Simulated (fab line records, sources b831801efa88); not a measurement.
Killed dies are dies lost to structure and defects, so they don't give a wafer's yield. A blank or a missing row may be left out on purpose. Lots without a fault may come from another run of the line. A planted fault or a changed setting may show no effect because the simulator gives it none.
A struck lot beside a sound one | flow gf180mcu | 43 steps out of a route of 602
Sound: wafers L179.1, L179.4, L179.5. Struck: wafers L185.2, L185.4, L185.5. The cause comes at the end.
At each step with rows: each side's tool, then ch and its chambers, then its first start. Under that, the readings that differ: sound wafers | struck wafers | difference of the means | sigmas: that difference in standard deviations of wafers without a fault.
alike: readings whose means differ by less than 2 such deviations, and words and numbers that are the same on both sides. not compared: withheld readings, readings that some wafer has no value for, bounds like >300 that may hide the same value, and numbers for which the record gives no deviation and whose values overlap.
The two part at a step that has a row with sigmas, a row that says differs or no value, or rows on one side only. Numbers that don't overlap but have no deviation are shown without sigmas and don't part them. A reading that every wafer of one side lacks parts them only if that side has two wafers or more.

first, 2 steps without rows for these wafers: GF_LVPWELL_IMPLANT_08; GF_LVPWELL_IMPLANT_09.
GF_LVPWELL_STRIP_10: strips in O2/N2.
  sound on plasma_asher-02 ch 0,1, day 7 07:31; struck on plasma_asher-04 ch 0,1, day 8 15:10
  alike: drypump_motor_current_A, heater_power_w, oes_product_au, strip_time_to_endpoint_s
  not compared: rf_hours_counter_h
GF_LVPWELL_TW_MEAS_11:
  sound on film_metro-01, day 7 07:37; struck on film_metro-01, day 8 15:16
  alike: LVPWELL_TW
then, 7 steps without rows for these wafers: GF_MVSD_DEHYDRATE_00 (time 60 s); GF_MVSD_HMDS_01 (prime time 60 s); GF_MVSD_COAT_02 (resist thk 3000 nm); GF_MVSD_SOFTBAKE_03; GF_MVSD_EXPOSE_04 (exposes mask MVSD, target cd 1000 nm); GF_MVSD_PEB_05; GF_MVSD_DEVELOP_06 (develop time 60 s).
GF_MVSD_OVL_MEAS_07:
  sound on overlay-02, day 7 23:47; struck on overlay-02, day 9 08:26
  alike: MVSD_OVL
GF_MVSD_IMPLANT_08:
  sound on implanter-04 ch 0, day 7 23:49; struck on implanter-04 ch 0, day 9 08:29
  reading            | sound                            | struck                          | difference  | sigmas
  dose_ions_cm2      | 1.5991e+13 1.6014e+13 1.5995e+13 | 2.1479e+13 2.1479e+13 2.147e+13 | +5.4760e+12 | +99 or more
  faraday_current_uA | 91.2 88.7 92.2                   | 120.9 121.4 118.8               | +29.7       | +17
then, 1 step without rows for these wafers: GF_MVSD_IMPLANT_09.
GF_MVSD_STRIP_10: strips in O2/N2.
  sound on plasma_asher-03 ch 0,1, day 8 00:07; struck on plasma_asher-01 ch 0,1, day 9 08:46
  alike: drypump_motor_current_A, heater_power_w, oes_product_au, strip_time_to_endpoint_s
  not compared: rf_hours_counter_h
GF_MVSD_TW_MEAS_11:
  sound on film_metro-01, day 8 00:13; struck on film_metro-03, day 9 09:06
  reading | sound          | struck         | difference | sigmas
  MVSD_TW | 1566 1568 1570 | 1733 1737 1721 | +162       | +17
  not compared: hold
then, 6 steps without rows for these wafers: GF_MVPSD_HMDS_01 (prime time 60 s); GF_MVPSD_COAT_02 (resist thk 3000 nm); GF_MVPSD_SOFTBAKE_03; GF_MVPSD_EXPOSE_04 (exposes mask MVPSD, target cd 1000 nm); GF_MVPSD_PEB_05; GF_MVPSD_DEVELOP_06 (develop time 60 s).
GF_MVPSD_OVL_MEAS_07:
  sound on overlay-02, day 8 17:11; struck on overlay-02, day 10 02:32
  alike: MVPSD_OVL
then, 2 steps without rows for these wafers: GF_MVPSD_IMPLANT_08; GF_MVPSD_IMPLANT_09.
GF_MVPSD_STRIP_10: strips in O2/N2.
  sound on plasma_asher-01 ch 1, day 8 17:31; struck on plasma_asher-02 ch 0,1, day 10 02:52
  reading            | sound       | struck      | difference | sigmas
  heater_power_w (W) | 369 371 362 | 308 281 285 | -76        | -2
  alike: drypump_motor_current_A, oes_product_au, strip_time_to_endpoint_s
  not compared: rf_hours_counter_h
GF_MVPSD_TW_MEAS_11:
  sound on film_metro-04, day 8 17:37; struck on film_metro-04, day 10 02:58
  alike: MVPSD_TW
then, 7 steps without rows for these wafers: GF_VT_IMPLANT_DEHYDRATE_00 (time 60 s); GF_VT_IMPLANT_HMDS_01 (prime time 60 s); GF_VT_IMPLANT_COAT_02 (resist thk 1000 nm); GF_VT_IMPLANT_SOFTBAKE_03 (time 60 s); GF_VT_IMPLANT_EXPOSE_04 (exposes mask LVPWELL LV AREA, target cd 600 nm); GF_VT_IMPLANT_PEB_05; GF_VT_IMPLANT_DEVELOP_06 (develop time 60 s).
GF_VT_IMPLANT_OVL_MEAS_07:
  sound on overlay-02, day 9 10:02; struck on overlay-02, day 10 21:16
  alike: VT_IMPLANT_OVL
then, 1 step without rows for these wafers: GF_VT_IMPLANT_IMPLANT_08.
GF_VT_IMPLANT_STRIP_09: strips in O2/N2.
  sound on plasma_asher-04 ch 0, day 9 10:13; struck on plasma_asher-04 ch 0,1, day 10 21:27
  alike: drypump_motor_current_A, heater_power_w, oes_product_au, strip_time_to_endpoint_s
  not compared: rf_hours_counter_h
GF_VT_IMPLANT_TW_MEAS_10:
  sound on film_metro-02, day 9 10:19; struck on film_metro-03, day 10 21:34
  alike: VT_IMPLANT_TW
then, 3 steps without rows for these wafers: GF_VT_IMPLANT_DEHYDRATE_11 (time 60 s); GF_VT_IMPLANT_HMDS_12 (prime time 60 s); GF_VT_IMPLANT_COAT_13 (resist thk 1000 nm).
-- the record jumps here: 2 days lie between the struck wafers' starts before and after --
GF_VT_IMPLANT_RS_MEAS_46: measures by four-point-probe.
  sound on film_metro-01, day 11 17:18; struck on film_metro-01, day 13 07:46
  reading          | sound             | struck            | difference | sigmas
  MVSD_RS (ohm/sq) | 457.7 457.4 458.0 | 394.0 393.2 393.7 | -64.1      | -49
  not compared: hold
GF_PASSIVATION_PROBE_99:
  the record has rows for the sound wafers here (prober-01, day 33 12:49) and none for the struck ones

WHERE THEY PART
First at GF_MVSD_IMPLANT_08; last, within this record, at GF_PASSIVATION_PROBE_99.

WHY: what the simulator had put in
Process parameter drift: implanter-04, from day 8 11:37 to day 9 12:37, at GF_MVSD_IMPLANT_08. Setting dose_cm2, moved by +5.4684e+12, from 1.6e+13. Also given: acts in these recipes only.
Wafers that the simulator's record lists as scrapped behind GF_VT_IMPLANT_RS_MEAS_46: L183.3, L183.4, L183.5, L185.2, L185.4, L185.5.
